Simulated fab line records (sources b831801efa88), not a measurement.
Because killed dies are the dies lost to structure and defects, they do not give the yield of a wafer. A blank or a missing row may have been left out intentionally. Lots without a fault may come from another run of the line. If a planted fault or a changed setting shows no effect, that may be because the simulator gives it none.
2 desks, one fault || flow sky130 || each desk has only its own numbers; what lay behind them comes last

== AT THE METROLOGY DESK ==
What the gauges read for every lot (on any tool): the sampled wafers with a number, averaged. The brackets show how far a lot's mean lies from the usual mean; more than 4 standard deviations puts the lot out of limits, marked OUT.
Columns: A = cd_nm at SKY_LI_CONTACT_CD_MEAS_12, usual 169.4 nm
{"lot": "L783", "first seen here": "day 29 10:53", "A": 169.0}
{"lot": "L784", "first seen here": "day 29 14:20", "A": 168.2}
{"lot": "L786", "first seen here": "day 30 07:48", "A": 171.0}
{"lot": "L787", "first seen here": "day 30 10:17", "A": 168.7}
{"lot": "L788", "first seen here": "day 30 15:30", "A": 170.4}
{"lot": "L790", "first seen here": "day 31 06:54", "A": 167.5}
{"lot": "L791", "first seen here": "day 31 18:26", "A": 171.2}
{"lot": "L792", "first seen here": "day 31 22:21", "A": 170.9}
{"lot": "L799", "first seen here": "day 34 20:56", "A": 168.8}
{"lot": "L800", "first seen here": "day 35 02:12", "A": 168.7}
{"lot": "L804", "first seen here": "day 36 13:56", "A": 170.2}
{"lot": "L805", "first seen here": "day 36 23:44", "A": 167.3}
This desk found nothing out of limits on any of the 12 lots.

== AT THE TOOL OWNER'S DESK: plasma_asher-03 ==
The tool's own readings at SKY_VT_ADJUST_HVTR_STRIP_10 (strips in O2/N2): means of the sampled wafers that have a number, for each lot that ran on this tool. The brackets show how far a lot's mean lies from the usual mean; more than 4 standard deviations puts the lot out of limits, marked OUT.
Columns: A = drypump_motor_current_A at SKY_VT_ADJUST_HVTR_STRIP_10, usual 5.9 A; B = oes_product_au at SKY_VT_ADJUST_HVTR_STRIP_10, usual 0.715 a.u.; C = strip_time_to_endpoint_s at SKY_VT_ADJUST_HVTR_STRIP_10, usual 14.20 s
{"lot": "L784", "first seen here": "day 9 19:41", "A": 6.2, "B": 0.708, "C": 14.22}
{"lot": "L788", "first seen here": "day 11 00:16", "A": 5.8, "B": 0.718, "C": 14.15}
{"lot": "L792", "first seen here": "day 12 02:14", "A": 6.2, "B": 0.712, "C": 14.18}
{"lot": "L799", "first seen here": "day 14 14:34", "A": 5.8, "B": 0.725, "C": 14.07}
{"lot": "L800", "first seen here": "day 14 21:56", "A": 6.2, "B": 0.720, "C": 14.10}
This desk found nothing out of limits on any of the 5 lots.

== ALL TOGETHER ==
The metrology desk saw nothing out of limits.
The desk of the tool owner found nothing out of limits.

== WHAT THE SIMULATOR HAD INSERTED ==
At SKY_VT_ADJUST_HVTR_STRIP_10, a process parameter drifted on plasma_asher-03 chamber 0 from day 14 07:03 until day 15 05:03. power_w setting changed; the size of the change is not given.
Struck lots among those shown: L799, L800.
